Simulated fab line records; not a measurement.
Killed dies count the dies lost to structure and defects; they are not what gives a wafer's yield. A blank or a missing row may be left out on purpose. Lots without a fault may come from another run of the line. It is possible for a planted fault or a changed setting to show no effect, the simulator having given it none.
Which of the tools did it?    flow gf180mcu    Sampling: 6 lots, 18 wafers, 2 of 602 route steps

== WHAT THE GAUGES READ, wafer by wafer ==
GF_VT_IMPLANT_RS_MEAS_48: uses a four-point probe to measure.
lot   measured      on             LVPWELL_RS (ohm/sq)
L842  day 8 00:12   film metro-01  1196.4 1196.5 1196.2
L845  day 8 15:25   film metro-03  1194.1 1194.1 1193.1
L852  day 10 16:28  film metro-04  1123.5 1124.9 1121.3 1126.1 1122.1 1122.3
L854  day 11 04:05  film metro-04  1198.5 1197.8 1195.8
L858  day 12 09:46  film metro-03  1198.3 1197.5 1198.1
L860  day 13 01:43  film metro-03  1197.7 1200.5 1198.3

== WHICH TOOL RAN EACH LOT (tool, then ch and the chambers of the sampled wafers, then the start) ==
lot   GF_LVPWELL_IMPLANT_09
L842  implanter-04 ch 0, day 4 06:10
L845  implanter-03 ch 0, day 4 18:52
L852  implanter-03 ch 0, day 6 10:17
L854  implanter-02 ch 0, day 6 22:31
L858  implanter-04 ch 0, day 7 21:59
L860  implanter-04 ch 0, day 8 10:30
- GF_LVPWELL_IMPLANT_09

== THE ANSWER, worked out from the rows above alone ==
Rule: usual is defined by the lots themselves. Put in order of their means at a reading, lots are off if they are a third of the lots or fewer, leave a main group of 4 or more, and stand apart from it by a gap of 3 or more times the standard deviation of the main group's means; of several such gaps the widest counts. The tables above print the reading to a certain number of digits; a main group whose means all agree to those digits is not used. A lot without any number at a reading at which 4 lots or more have one is off too. Any other lot the step has rows for is counted as sound.
Off: L852, seen at GF_VT_IMPLANT_RS_MEAS_48 (LVPWELL_RS). Main group: mean 1196.9 ohm/sq, sd 1.7.
A tool fits if, at a process step before that reading, it ran every lot that is off, and no sound lot after the first of them. The gauges at GF_VT_IMPLANT_RS_MEAS_48 are tried like those tools. One candidate fits, namely implanter-03 at GF_LVPWELL_IMPLANT_09. A fault onset in the window from L845 (day 4 18:52, its last sound lot) to L852 (day 6 10:17, its first lot off) fits.

== WHAT WAS PUT IN BY THE SIMULATOR ==
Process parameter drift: implanter-03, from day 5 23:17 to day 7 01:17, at GF_LVPWELL_IMPLANT_09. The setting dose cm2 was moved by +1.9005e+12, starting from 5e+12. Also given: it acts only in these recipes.
Struck lots among those shown: L852. The rule above reached the same finding.
